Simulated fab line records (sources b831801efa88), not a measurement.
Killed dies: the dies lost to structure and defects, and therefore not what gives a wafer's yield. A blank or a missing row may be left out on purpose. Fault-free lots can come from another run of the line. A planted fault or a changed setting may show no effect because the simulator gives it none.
Which tool did it? | flow gf180mcu | Sampling: 6 lots, 17 wafers, 4 of 602 route steps

WHAT EACH GAUGE READ, for each wafer
GF_POLY_GATE_CD_MEAS_10: the cd target is 280 nm.
lot  | measured     | on       | cdNm (nm)
L608 | day 10 10:25 | cdSem-02 | 284.2 282.6 282.0
L612 | day 11 14:19 | cdSem-02 | 265.1 279.5
L623 | day 14 14:43 | cdSem-01 | 280.5 280.1 281.4
L624 | day 14 20:11 | cdSem-02 | 278.3 278.6 277.7
L626 | day 15 12:41 | cdSem-02 | 279.4 279.8 279.2
L628 | day 15 19:29 | cdSem-01 | 282.1 281.9 281.6

WHAT TOOL EACH LOT RAN ON (gives the tool, then ch and the chambers of the sampled wafers, and finally the start)
lot  | GF_MVPSD_STRIP_10                   | GF_VT_IMPLANT_STRIP_42              | GF_POLY_GATE_EXPOSE_07
L608 | plasmaAsher-04 ch 0,1, day 6 02:14  | plasmaAsher-04 ch 0,1, day 8 16:15  | krfScanner-02 ch 0, day 10 01:45
L612 | plasmaAsher-03 ch 0, day 7 04:28    | plasmaAsher-04 ch 0, day 9 20:56    | krfScanner-01 ch 0, day 11 05:08
L623 | plasmaAsher-04 ch 0,1, day 9 14:28  | plasmaAsher-03 ch 0,1, day 12 16:49 | krfScanner-02 ch 0, day 14 04:20
L624 | plasmaAsher-04 ch 0,1, day 9 19:16  | plasmaAsher-04 ch 0,1, day 12 21:27 | krfScanner-02 ch 0, day 14 09:43
L626 | plasmaAsher-03 ch 0,1, day 10 08:47 | plasmaAsher-02 ch 0,1, day 13 13:15 | krfScanner-02 ch 0, day 15 01:32
L628 | plasmaAsher-04 ch 0,1, day 10 15:01 | plasmaAsher-02 ch 0,1, day 13 19:08 | krfScanner-01 ch 0, day 15 08:44
- GF_MVPSD_STRIP_10: strips in O2/N2.
- GF_VT_IMPLANT_STRIP_42: strips in O2/N2.
- GF_POLY_GATE_EXPOSE_07: exposes mask Poly2, target cd 280 nm.

THE ANSWER, worked out from the rows above alone
Rule: the lots themselves supply what counts as usual. The widest of any qualifying gaps counts: lots, ordered by their means at a reading, are off when they make up no more than a third of the lots, leave a main group of 4 or more, and stand apart from it by 3 or more times the standard deviation of that group's means. A main group whose means are all the same, to the digits that the tables above print for the reading, isn't used. A lot without any number at a reading at which 4 lots or more have one is off too. Any other lot the step has rows for is counted as sound.
Off, at GF_POLY_GATE_CD_MEAS_10 on cdNm: L612. Main group: mean 280.6 nm, sd 1.7.
If a tool, at a process step before that reading, ran all the lots that are off and no sound lot after the first of them, it fits. The gauges at GF_POLY_GATE_CD_MEAS_10 are tried like those tools. Not one of the candidates tried fits.

WHAT THE SIMULATOR HAD PUT IN
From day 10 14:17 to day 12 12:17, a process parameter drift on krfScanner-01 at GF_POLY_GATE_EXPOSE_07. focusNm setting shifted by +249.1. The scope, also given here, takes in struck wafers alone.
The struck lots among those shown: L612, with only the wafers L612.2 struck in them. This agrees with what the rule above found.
